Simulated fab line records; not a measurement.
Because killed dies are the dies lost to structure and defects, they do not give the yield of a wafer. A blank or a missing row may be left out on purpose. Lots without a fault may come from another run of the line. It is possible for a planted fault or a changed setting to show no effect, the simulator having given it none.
A lot that was struck, set against a sound lot ; flow sky130 ; 16 steps out of a route of 708
Sound: wafers L808.3, L808.4, L808.5. Struck: wafers L817.1, L817.3, L817.6. At the end, the cause is stated.
At each step with rows: each side's tool, then ch and its chambers, then its first start. Under that, the readings that differ: sound wafers ; struck wafers ; difference of the means ; sigmas: that difference in standard deviations of wafers without a fault.
alike: readings whose means differ by less than 2 such deviations, and words and numbers that are the same on both sides. not compared: withheld readings, readings that some wafer has no value for, bounds like >300 that may hide the same value, and numbers for which the record gives no deviation and whose values overlap.
The two part at a step that has a row with sigmas, a row that says differs or no value, or rows on one side only. Numbers that don't overlap but have no deviation are shown without sigmas and don't part them. A reading missing from all wafers of one side parts the sides only when that side holds two or more wafers.

first, 3 steps without rows for these wafers: SKY_METAL1_EXPOSE_12 (exposes mask MM1, target cd 140 nm); SKY_METAL1_PEB_13; SKY_METAL1_DEVELOP_14 (develop time 60 s).
SKY_METAL1_CD_MEAS_15 targets a cd of 140 nm.
  sound on cd-sem-02, day 34 08:07; struck on cd-sem-01, day 36 19:35
  alike: cd-nm
SKY_METAL1_OVL_MEAS_16:
  sound on overlay-02, day 34 08:13; struck on overlay-01, day 36 19:42
  alike: METAL1_OVL
SKY_METAL1_DESCUM_17: chemistry O2, time 8 s.
  sound on rie-metal-01 ch 0,1, day 34 08:14; struck on rie-metal-03 ch 1, day 36 19:44
  alike: drypump-motor-current-A, oes-product-au
  not compared: rf-hours-counter-h
SKY_METAL1_ETCH_18: etches BARC in N2/H2, stops on SiO2, time 45.9 s, target depth 60 nm.
  sound on rie-metal-01 ch 0,1, day 34 08:17; struck on rie-metal-03 ch 1, day 36 19:48
  alike: drypump-motor-current-A, oes-product-au, throttle-valve-pct
  not compared: rf-hours-counter-h
SKY_METAL1_METAL_ETCH_19: etches the open film in Cl2/BCl3, stops on SiO2, target depth 360 nm, time 78 s.
  sound on rie-metal-01 ch 0,1, day 34 08:22; struck on rie-metal-03 ch 1, day 36 19:56
  alike: drypump-motor-current-A, oes-product-au, throttle-valve-pct
  not compared: rf-hours-counter-h
SKY_METAL1_STRIP_20: strips in O2/N2.
  sound on plasma-asher-02 ch 0,1, day 34 08:27; struck on plasma-asher-01 ch 0,1, day 36 20:07
reading;sound;struck;difference;sigmas
drypump-motor-current-A (A);4.7 5.5 4.7;6.1 6.1 6.3;+1.2;+2
  alike: oes-product-au, strip-time-to-endpoint-s
  not compared: rf-hours-counter-h
then, 3 steps without rows for these wafers: SKY_METAL1_STRIP_21 (strips in post etch residue remover, time 1200 s); SKY_METAL1_CLEAN_22 (cleans in IPA, time 180 s); SKY_METAL1_CLEAN_23 (cleans in O3/DIW).
SKY_VIA1_HDPCVD_00: deposits SiO2, target thk 1030 nm, time 171.7 s.
  sound on hdpcvd-01 ch 0,1, day 34 09:22; struck on hdpcvd-02 ch 0,1, day 36 20:43
reading;sound;struck;difference;sigmas
sih4-flow-sccm (sccm);59.97 60.06 60.15;48.06 48.13 48.10;-11.96;-70
model.SiO2_of_VIA1_HDPCVD_00.thk-nm (nm);1033 1037 1026;846.1 840.9 840.4;-189.5;
SKY_VIA1_THK_MEAS_01:
  sound on film-metro-02, day 34 09:30; struck on film-metro-04, day 36 20:52
reading;sound;struck;difference;sigmas
VIA1_HDPCVD_THK (nm);1033 1036 1026;845 841 839;-190;-20
SKY_VIA1_CMP_02: polishes SiO2.
  sound on cmp-02 ch 0,2,3, day 34 09:32; struck on cmp-01 ch 0,3, day 36 20:55
  alike: motor-current-A, retaining-ring-pressure-frac
-- the record jumps here: 12 days lie between the struck wafers' starts before and after (it left off in module VIA1 and takes up again in module PAD_OPEN, whose first step shown is number 708 of the route) --
SKY_PAD_OPEN_PROBE_99:
  sound on prober-02, day 47 06:02; struck on prober-02, day 49 02:37
reading;sound;struck;difference;sigmas
model.etest.tip-n.rs-ohm-sq;447.9 448.6 444.7;439.6 438.8 438.1;-8.2;
model.etest.nfet_01v8_swapped.vt-sat-v (V);0.6518 0.6558 0.6415;0.6587 0.6679 0.6617;+0.0131;
model.etest.nfet_01v8_turned.vt-sat-v (V);0.6481 0.6542 0.6423;0.656 0.6645 0.6632;+0.013;
  alike: killed_at_M0_to_M3, killed_at_M4_up, killed-at-contacts, killed-at-front-end, killed-at-other, killed-dies, killed-open, killed-short

## WHERE THEY PART
First at SKY_METAL1_STRIP_20; last, within this record, at SKY_VIA1_THK_MEAS_01. Later steps at which nothing parts them and some readings are alike: SKY_VIA1_CMP_02, SKY_PAD_OPEN_PROBE_99.

WHY: what the simulator had put in
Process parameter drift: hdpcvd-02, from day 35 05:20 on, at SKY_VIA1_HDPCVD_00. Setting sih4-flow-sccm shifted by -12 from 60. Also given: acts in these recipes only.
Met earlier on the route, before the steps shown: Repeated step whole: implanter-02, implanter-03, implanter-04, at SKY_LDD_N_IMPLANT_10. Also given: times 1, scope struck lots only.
